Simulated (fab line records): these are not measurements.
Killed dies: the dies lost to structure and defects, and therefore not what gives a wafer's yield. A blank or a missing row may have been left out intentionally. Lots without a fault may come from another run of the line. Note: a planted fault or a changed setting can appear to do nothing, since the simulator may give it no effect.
The tool behind it: which one?    flow sky130    6 lots, 18 wafers sampled, at 4 steps of a route of 708

== WHAT THE GAUGES SHOWED, per wafer ==
SKY_PASSIVATION_THK_MEAS_01.
lot   measured      on            PASSIVATION_CVD_00_THK (nm)
L469  day 44 07:02  filmMetro-03  87.5 88.5 89.0
L475  day 46 00:57  filmMetro-04  90.3 92.0 90.7
L478  day 46 21:45  filmMetro-04  87.3 88.1 88.7
L481  day 47 11:22  filmMetro-03  89.2 89.7 90.3
L484  day 47 19:27  filmMetro-03  90.0 88.3 90.9
L490  day 49 14:20  filmMetro-02  90.3 89.3 90.2

== EACH LOT AND THE TOOL THAT RAN IT (in order: tool; ch and the chambers of the sampled wafers; start) ==
lot   SKY_VIA2_SPUTTER_20          SKY_METAL5_SPUTTER_03        SKY_METAL5_METAL_ETCH_15
L469  pvdSputter-04, day 36 23:13  pvdSputter-04, day 43 08:20  rieMetal-02 ch 0,1, day 44 06:08
L475  pvdSputter-02, day 38 22:26  pvdSputter-01, day 45 03:20  rieMetal-04 ch 0,1, day 46 00:05
L478  pvdSputter-02, day 40 00:25  pvdSputter-03, day 46 00:04  rieMetal-02 ch 0,1, day 46 20:53
L481  pvdSputter-02, day 40 17:56  pvdSputter-04, day 46 14:13  rieMetal-01 ch 0, day 47 10:21
L484  pvdSputter-02, day 41 00:21  pvdSputter-04, day 46 21:45  rieMetal-04 ch 0,1, day 47 18:35
L490  pvdSputter-03, day 43 08:00  pvdSputter-01, day 48 19:54  rieMetal-04 ch 0,1, day 49 13:26
- SKY_VIA2_SPUTTER_20: material TiN, target thk 20 nm, time 80 s.
- SKY_METAL5_SPUTTER_03: material Ti, target thk 5 nm, time 3.3 s.
- SKY_METAL5_METAL_ETCH_15: etches the open film in Cl2/BCl3, stops on SiO2, target depth 1260 nm, time 252 s.

== THE ANSWER, worked out from the rows above alone ==
Rule: the lots themselves supply what counts as usual. Put in order of their means at a reading, lots are off if they are a third of the lots or fewer, leave a main group of 4 or more, and stand apart from it by a gap of 3 or more times the standard deviation of the main group's means; of several such gaps the widest counts. Not used: any main group whose means are identical at the precision the tables above print for the reading. A lot without any number at a reading at which 4 lots or more have one is off too. The other lots that the step has rows for count as sound.
No lot is off at any reading shown: from this, nothing can be told.

== WHAT THE SIMULATOR HAD INSERTED ==
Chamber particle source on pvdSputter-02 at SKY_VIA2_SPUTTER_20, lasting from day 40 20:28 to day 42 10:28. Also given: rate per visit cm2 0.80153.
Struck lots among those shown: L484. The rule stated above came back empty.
